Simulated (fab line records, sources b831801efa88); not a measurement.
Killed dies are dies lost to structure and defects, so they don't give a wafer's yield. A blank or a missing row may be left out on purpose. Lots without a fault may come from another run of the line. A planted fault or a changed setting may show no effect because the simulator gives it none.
fab line records | flow gf180mcu
record lots=15 wafers=45 last_day=34
route steps=602 shown SALICIDE@281 CONTACT@303 M1@327
lots that met no fault: from a run of the same line without faults
start_h: hours from the record's first day to the start of the lot's first wafer shown | wait_h: hours since the lot's step before | " the same as in the row above | L1.1+2: a row that stands for several wafers | - no value, or no start given | * or withheld: withheld | < > ~ a bound
route shown NAME@n: a module of which the file shows steps, and the number in the route of the first | usual: mean/standard deviation of fault-free wafers | same: alike in all rows | chamber/n: place in a boat | sites: the reading at each site | _std_site: their standard deviation | _edge_site: outer sites' mean less inner sites' | radius_mm: how far each site lies from the wafer's centre | mask NAME#n: copy n | behind: the tool/chamber that last shaped the wafer | hold: why the lot was held/for how many hours/how that ended | device: the transistor (n, p or np) that didn't switch | end of line: the same wafers' tests at the end of the route | a step without rows: its recipe alone | killed: dies lost to structure and defects at the first sort, not the wafer's yield | map: a wafer's dies, x killed, . not, _ none there
set.NAME: the setting as run; set.NAME@STEP: as run at that earlier step | model.NAME: the simulator's own value behind a step, which no gauge read
steps of the route over a sample of lots; a table a step, a row a wafer
services: from which hour (start_h, from the record's first day; less than 0 if before it) a tool's chamber was out of use, for how many hours, and why
## steps
# step GF_SALICIDE_SPUTTER_03
# recipe material=TiN target_thk_nm=20 power_w=6500 time_s=16.7 chamber_pressure_pa=0.4
# usual throttle_valve_pct=30.2/0.75
# same time_s=16.7
# columns lot.wafer tool chamber start_h wait_h throttle_valve_pct
L460.2 pvd_sputter-03 - 340.03 0.0 30.2
L460.4 " - " " 30.0
L460.5 " - " " 30.3
L461.1 pvd_sputter-03 - 347.68 0.0 30.1
L461.3 " - " " 29.9
L461.6 " - " " 30.2
L462.1 pvd_sputter-01 - 358.68 0.0 30.0
L462.2 " - " " 30.7
L462.5 " - " " 30.1
L464.1 pvd_sputter-03 - 375.18 0.0 29.9
L464.4 " - " " 31.2
L464.5 " - " " 30.9
L465.1 pvd_sputter-01 - 383.19 0.0 27.5
L465.5 " - " " 30.1
L465.6 " - " " 29.9
L468.2 pvd_sputter-01 - 409.07 0.0 30.1
L468.3 " - " " 31.0
L468.6 " - " " 27.6
L469.2 pvd_sputter-03 - 421.13 0.0 31.0
L469.5 " - " " 30.8
L469.6 " - " " 30.2
L470.1 pvd_sputter-04 - 421.32 0.0 30.4
L470.2 " - " " 30.2
L470.5 " - " " 30.5
L471.1 pvd_sputter-03 - 442.46 0.0 30.3
L471.2 " - " " 31.1
L471.3 " - " " 30.1
L475.2 pvd_sputter-03 - 471.58 0.0 29.7
L475.5 " - " " 29.8
L475.6 " - " " 30.0
L476.1 pvd_sputter-03 - 475.23 0.0 30.1
L476.2 " - " " 31.0
L476.5 " - " " 30.8
L477.1 pvd_sputter-03 - 490.93 0.0 29.7
L477.2 " - " " 31.0
L477.5 " - " " 31.0
L478.1 pvd_sputter-03 - 495.07 0.0 30.1
L478.2 " - " " 29.9
L478.4 " - " " 29.9
L482.3 pvd_sputter-01 - 523.87 0.0 27.4
L482.5 " - " " 30.3
L482.6 " - " " 30.0
L483.2 pvd_sputter-03 - 534.35 0.0 29.8
L483.4 " - " " 29.5
L483.5 " - " " 30.5
# step GF_CONTACT_ETCH_16
# recipe chemistry=N2/H2 target_depth_a=withheld overetch_a=withheld time_s=withheld target=BARC ion_energy_ev=200 source_w=500 bias_w=100 pressure_mtorr=30 n2_flow_sccm=100 h2_flow_sccm=200
# usual drypump_motor_current_A=5.7/0.35 h2_flow_sccm=200.1/0.61 n2_flow_sccm=100.01/0.26 oes_product_au=0.854/0.0048 throttle_valve_pct=13.226/0.0096
# columns lot.wafer tool chamber start_h wait_h drypump_motor_current_A h2_flow_sccm n2_flow_sccm oes_product_au throttle_valve_pct
L460.2 rie_diel-03 3 362.86 0.0 5.8 200.5 99.87 0.851 13.240
L460.4 " 2 " " 5.7 200.0 99.55 0.866 13.225
L460.5 " 2 " " 5.7 199.5 99.62 0.851 13.245
L461.1 rie_diel-01 1 371.86 0.0 5.6 200.7 100.19 0.849 13.231
L461.3 " 2 " " 5.5 199.4 100.07 0.851 13.218
L461.6 " 3 " " 6.1 199.4 99.65 0.860 13.223
L462.1 rie_diel-03 3 382.36 0.0 5.9 201.2 100.00 0.851 13.223
L462.2 " 0 " " 5.9 199.9 99.82 0.859 13.230
L462.5 " 3 " " 5.8 200.6 99.74 0.848 13.221
L464.1 rie_diel-02 3 398.76 0.0 6.1 199.6 99.78 0.854 13.240
L464.4 " 2 " " 6.4 199.6 100.06 0.856 13.232
L464.5 " 1 " " 5.3 199.3 100.00 0.851 13.229
L465.1 rie_diel-01 2 407.16 0.0 5.5 200.2 99.77 0.863 13.213
L465.5 " 2 " " 5.5 200.4 100.34 0.857 13.217
L465.6 " 3 " " 6.1 200.6 100.23 0.856 13.236
L468.2 rie_diel-03 0 434.84 0.0 5.9 199.8 99.76 0.852 13.233
L468.3 " 3 " " 5.8 199.3 100.06 0.859 13.224
L468.6 " 0 " " 5.9 198.9 99.89 0.853 13.209
L469.2 rie_diel-03 3 446.74 0.0 5.9 200.7 99.70 0.859 13.231
L469.5 " 1 " " 5.7 200.2 99.83 0.849 13.225
L469.6 " 3 " " 5.9 201.0 99.89 0.849 13.236
L470.1 rie_diel-02 3 447.41 0.0 6.1 199.8 100.01 0.851 13.221
L470.2 " 0 " " 5.7 200.9 99.83 0.850 13.223
L470.5 " 0 " " 5.7 201.3 99.98 0.849 13.227
L471.1 rie_diel-03 3 467.46 0.0 5.9 200.2 99.95 0.853 13.222
L471.2 " 0 " " 5.9 199.9 99.58 0.853 13.215
L471.3 " 1 " " 5.7 200.2 100.19 0.846 13.237
L475.2 rie_diel-03 0 497.61 0.0 5.9 200.9 100.43 0.857 13.223
L475.5 " 1 " " 5.6 198.3 99.40 0.856 13.213
L475.6 " 0 " " 5.9 200.7 99.78 0.852 13.228
L476.1 rie_diel-03 3 500.16 0.0 5.9 200.5 100.04 0.858 13.246
L476.2 " 0 " " 5.9 199.9 100.05 0.853 13.229
L476.5 " 2 " " 5.6 200.9 100.14 0.851 13.230
L477.1 rie_diel-02 3 515.31 0.0 6.1 199.7 100.10 0.856 13.217
L477.2 " 1 " " 5.3 199.9 99.92 0.847 13.222
L477.5 " 2 " " 6.4 200.0 99.79 0.850 13.205
L478.1 rie_diel-02 1 518.74 0.0 5.3 199.8 100.28 0.855 13.235
L478.2 " 3 " " 6.0 199.6 99.80 0.850 13.234
L478.4 " 0 " " 5.7 199.2 100.08 0.857 13.222
L482.3 rie_diel-01 0 547.50 0.0 5.0 201.1 99.92 0.853 13.216
L482.5 " 0 " " 5.0 200.8 100.06 0.855 13.236
L482.6 " 3 " " 6.1 200.7 100.18 0.850 13.238
L483.2 rie_diel-01 3 558.11 0.0 6.1 199.6 99.88 0.858 13.248
L483.4 " 3 " " 6.1 200.2 99.63 0.859 13.230
L483.5 " 0 " " 5.0 199.7 100.14 0.858 13.214
# step GF_M1_PEB_12
# recipe peb_temp_c=135 peb_time_s=90 resist=KrF
# usual chill_plate_temp_C=22.99/0.11 exhaust_pa=44.9/0.88 heater_power_total_W=85.71/0.079
# columns lot.wafer tool chamber start_h wait_h chill_plate_temp_C exhaust_pa heater_power_total_W
L460.2 litho_track-03 0 386.14 - 22.95 45.0 85.80
L460.4 " 0 " " 22.99 43.8 85.73
L460.5 " 0 " " 22.96 45.4 85.70
L461.1 litho_track-03 0 395.50 - 23.11 46.1 85.84
L461.3 " 0 " " 23.11 46.9 85.70
L461.6 " 0 " " 23.19 45.6 85.67
L462.1 litho_track-03 0 406.20 - 22.91 46.1 85.58
L462.2 " 0 " " 22.87 45.6 85.84
L462.5 " 0 " " 23.06 46.1 85.61
L464.1 litho_track-04 0 423.14 - 22.92 44.1 85.70
L464.4 " 0 " " 23.00 45.2 85.60
L464.5 " 0 " " 22.98 43.7 85.61
L465.1 litho_track-03 0 431.05 - 22.99 44.4 85.64
L465.5 " 0 " " 22.85 45.2 85.53
L465.6 " 0 " " 22.79 44.4 85.70
L468.2 litho_track-02 0 460.28 - 22.91 44.7 85.75
L468.3 " 0 " " 22.76 43.6 85.78
L468.6 " 0 " " 22.95 43.4 85.70
L469.2 litho_track-03 0 471.74 - 22.96 43.6 85.72
L469.5 " 0 " " 22.94 45.1 85.81
L469.6 " 0 " " 22.97 44.7 85.60
L470.1 litho_track-02 0 472.45 - 22.86 44.7 85.80
L470.2 " 0 " " 22.94 45.9 85.73
L470.5 " 0 " " 22.83 44.2 85.74
L471.1 litho_track-04 0 492.99 - 22.94 45.7 85.70
L471.2 " 0 " " 23.03 44.6 85.59
L471.3 " 0 " " 23.00 45.0 85.71
L475.2 litho_track-04 - 521.27 - - - -
L475.5 " - " " - - -
L475.6 " - " " - - -
L476.1 litho_track-04 - 524.34 - - - -
L476.2 " - " " - - -
L476.5 " - " " - - -
L477.1 litho_track-03 - 538.40 - - - -
L477.2 " - " " - - -
L477.5 " - " " - - -
L478.1 litho_track-02 0 542.40 - 22.86 43.4 85.64
L478.2 " 0 " " 22.86 44.5 85.73
L478.4 " 0 " " 22.97 44.8 85.74
L482.3 litho_track-04 0 570.95 - 23.08 44.7 85.75
L482.5 " 0 " " 23.12 44.4 85.76
L482.6 " 0 " " 23.15 44.1 85.66
L483.2 litho_track-03 0 580.99 - 22.88 44.6 85.61
L483.4 " 0 " " 22.92 44.2 85.81
L483.5 " 0 " " 22.95 44.0 85.76
# step GF_M1_OVL_MEAS_15
# usual M1_OVL=-2/5.1
# columns lot.wafer tool chamber start_h wait_h M1_OVL[nm]
L460.2 overlay-01 - 386.58 0.1 1
L460.4 " - " " 1
L460.5 " - " " 3
L461.1 overlay-01 - 395.97 0.1 9
L461.3 " - " " 5
L461.6 " - " " 1
L462.1 overlay-02 - 406.72 0.1 4
L462.2 " - " " -2
L462.5 " - " " -1
L464.1 overlay-01 - 423.61 0.1 0
L464.4 " - " " 5
L464.5 " - " " -4
L465.1 overlay-01 - 431.52 0.1 -3
L465.5 " - " " -8
L465.6 " - " " -8
L468.2 overlay-01 - 460.72 0.1 -12
L468.3 " - " " -9
L468.6 " - " " -10
L469.2 overlay-01 - 472.18 0.1 -10
L469.5 " - " " -3
L469.6 " - " " -11
L470.1 overlay-02 - 472.92 0.1 3
L470.2 " - " " -7
L470.5 " - " " -6
L471.1 overlay-01 - 493.46 0.1 -8
L471.2 " - " " -8
L471.3 " - " " -10
L475.2 overlay-02 - 521.71 0.1 -
L475.5 " - " " -
L475.6 " - " " -
L476.1 overlay-01 - 524.81 0.1 -
L476.2 " - " " -
L476.5 " - " " -
L477.1 overlay-02 - 538.87 0.1 -
L477.2 " - " " -
L477.5 " - " " -
L478.1 overlay-02 - 542.87 0.1 -7
L478.2 " - " " -1
L478.4 " - " " 3
L482.3 overlay-01 - 571.37 0.1 5
L482.5 " - " " -11
L482.6 " - " " -5
L483.2 overlay-01 - 581.43 0.1 -6
L483.4 " - " " -8
L483.5 " - " " 6
## services
# columns tool chamber start_h hours kind
rie_diel-02 1 318.03 9.1 repair
litho_track-03 - 331.48 - consumable_replace:filter
pvd_sputter-01 - 390.17 3.4 repair
rie_diel-03 2 393.76 98.7 repair
rie_diel-03 - 404.41 2.8 pm
rie_diel-01 1 424.45 14.7 repair
pvd_sputter-01 - 432.73 6.8 repair
rie_diel-02 2 460.47 50.8 repair
pvd_sputter-04 - 470.16 5.5 repair
litho_track-04 - 513.57 - consumable_replace:filter
rie_diel-03 2 517.60 - clean
rie_diel-03 2 517.60 25.7 scheduled_down
rie_diel-03 2 517.60 25.7 vent_cycle
rie_diel-01 0 526.88 5.7 repair
pvd_sputter-01 - 529.28 2.3 repair
rie_diel-03 1 543.29 - clean
rie_diel-03 1 543.29 18.1 scheduled_down
rie_diel-03 1 543.29 18.1 vent_cycle
rie_diel-01 1 543.50 - clean
rie_diel-01 1 543.50 26.6 scheduled_down
rie_diel-01 1 543.50 26.6 vent_cycle
rie_diel-02 0 549.69 8.5 repair
rie_diel-01 - 558.27 2.8 pm
pvd_sputter-03 - 566.41 1.1 repair
## key
first_sign step=GF_M1_PEB_12 reading=tool_record direction=missing
effect none on later readings
met_at GF_M1_PEB_12
struck_lots L475,L476,L477
later_rows_left_out L475.2,L475.5,L475.6,L476.1,L476.2,L476.5,L477.1,L477.2,L477.5
sort_left_out L475.2,L475.5,L475.6,L476.1,L476.2,L476.5,L477.1,L477.2,L477.5
not_acting_at GF_SALICIDE_SPUTTER_03,GF_CONTACT_ETCH_16,GF_M1_OVL_MEAS_15
onset_between 492.99 521.27
fault kind=skipped_step_whole tool=litho_track-03,litho_track-04 chamber=- onset_h=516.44 steps=GF_M1_PEB_12 scope=struck_lots_only
# sort_left_out: the simulated sort isn't trusted on such a fault, so these wafers' sort isn't shown, and their yield isn't known
# later_rows_left_out: the simulator's readings of these wafers behind a module that went badly wrong aren't trusted and aren't shown, but for the sort
